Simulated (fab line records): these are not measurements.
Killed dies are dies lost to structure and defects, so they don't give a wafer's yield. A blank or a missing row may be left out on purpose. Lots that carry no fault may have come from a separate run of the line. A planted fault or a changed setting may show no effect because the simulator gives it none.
Which tool is to blame? / flow gf180mcu / Sampling: 14 lots, 42 wafers, 2 of 602 route steps

WHAT THE GAUGES SHOWED, per wafer
GF_HV_LDD_OVL_MEAS_32.
lot=L903; measured=day 11 13:22; on=overlay-01; HV_LDD_02_OVL (nm)=2.3 2.7 1.5
lot=L904; measured=day 11 20:31; on=overlay-02; HV_LDD_02_OVL (nm)=-0.5 0.1 1.1
lot=L908; measured=day 13 05:07; on=overlay-02; HV_LDD_02_OVL (nm)=-0.5 1.8 -1.8
lot=L909; measured=day 13 12:07; on=overlay-01; HV_LDD_02_OVL (nm)=3.7 2.3 1.5
lot=L911; measured=day 14 04:18; on=overlay-02; HV_LDD_02_OVL (nm)=1.8 0.5 1.0
lot=L913; measured=day 14 19:30; on=overlay-02; HV_LDD_02_OVL (nm)=-0.5 -0.8 -0.9
lot=L919; measured=day 16 19:54; on=overlay-02; HV_LDD_02_OVL (nm)=0.8 2.6 2.1
lot=L920; measured=day 17 01:03; on=overlay-02; HV_LDD_02_OVL (nm)=2.2 2.1 1.5
lot=L921; measured=day 17 07:40; on=overlay-01; HV_LDD_02_OVL (nm)=2.0 1.6 1.6
lot=L922; measured=day 17 18:05; on=overlay-02; HV_LDD_02_OVL (nm)=1.5 1.5 0.8
lot=L923; measured=day 17 22:50; on=overlay-02; HV_LDD_02_OVL (nm)=-0.2 0.3 0.3
lot=L924; measured=day 18 08:16; on=overlay-02; HV_LDD_02_OVL (nm)=-0.5 0.8 -1.0
lot=L925; measured=day 18 15:10; on=overlay-01; HV_LDD_02_OVL (nm)=2.4 0.5 1.5
lot=L926; measured=day 19 03:01; on=overlay-02; HV_LDD_02_OVL (nm)=0.0 0.5 -1.2

GF_HV_LDD_THK_MEAS_55.
lot=L903; measured=day 12 10:47; on=film_metro-04; HV_LDD_CVD_54_THK (nm)=10.07 9.89 9.97
lot=L904; measured=day 12 17:59; on=film_metro-04; HV_LDD_CVD_54_THK (nm)=10.07 10.07 10.13
lot=L908; measured=day 14 03:22; on=film_metro-02; HV_LDD_CVD_54_THK (nm)=10.00 10.06 10.01
lot=L909; measured=day 14 10:52; on=film_metro-01; HV_LDD_CVD_54_THK (nm)=10.14 10.07 10.22
lot=L911; measured=day 15 03:15; on=film_metro-01; HV_LDD_CVD_54_THK (nm)=9.98 9.93 10.06
lot=L913; measured=day 15 19:07; on=film_metro-02; HV_LDD_CVD_54_THK (nm)=9.89 9.98 10.11
lot=L919; measured=day 17 21:04; on=film_metro-01; HV_LDD_CVD_54_THK (nm)=10.14 10.12 10.26
lot=L920; measured=day 18 02:34; on=film_metro-02; HV_LDD_CVD_54_THK (nm)=10.11 10.11 10.04
lot=L921; measured=day 18 09:17; on=film_metro-02; HV_LDD_CVD_54_THK (nm)=10.14 10.02 10.12
lot=L922; measured=day 18 20:13; on=film_metro-01; HV_LDD_CVD_54_THK (nm)=10.21 10.10 10.09
lot=L923; measured=day 19 00:46; on=film_metro-02; HV_LDD_CVD_54_THK (nm)=9.97 10.08 10.08
lot=L924; measured=day 19 10:01; on=film_metro-04; HV_LDD_CVD_54_THK (nm)=10.11 10.07 10.17
lot=L925; measured=day 19 17:49; on=film_metro-01; HV_LDD_CVD_54_THK (nm)=10.00 10.16 10.27
lot=L926; measured=day 20 05:59; on=film_metro-04; HV_LDD_CVD_54_THK (nm)=10.29 10.13 10.07

WHICH TOOL RAN EACH LOT (tool, then ch and the chambers of the sampled wafers, then the start)
Record: no process step prior to these readings.

WHAT THE TOOLS THEMSELVES READ (means of the sampled wafers that have a number; where no wafer has one, the mark that the record gives instead)
The record holds no such reading with a usual standard deviation.

THE ANSWER, worked out from the rows above alone
Rule: usual is defined by the lots themselves. The widest of any qualifying gaps counts: lots, ordered by their means at a reading, are off when they make up no more than a third of the lots, leave a main group of 4 or more, and stand apart from it by 3 or more times the standard deviation of that group's means. A main group is skipped when, at the precision printed for the reading in the tables above, its means are all equal. Also off: a lot with no number at a reading for which 4 or more lots have one. All remaining lots with rows at the step are treated as sound. First the gauges in route order, then the tools' own readings, where a lot's mean is used as printed above. At the first step where some lot is off, the reading lying furthest off is the one used; lots without a number count as furthest.
No lot is off at any reading shown: from this, nothing can be told.

WHAT HAD BEEN PUT IN BY THE SIMULATOR
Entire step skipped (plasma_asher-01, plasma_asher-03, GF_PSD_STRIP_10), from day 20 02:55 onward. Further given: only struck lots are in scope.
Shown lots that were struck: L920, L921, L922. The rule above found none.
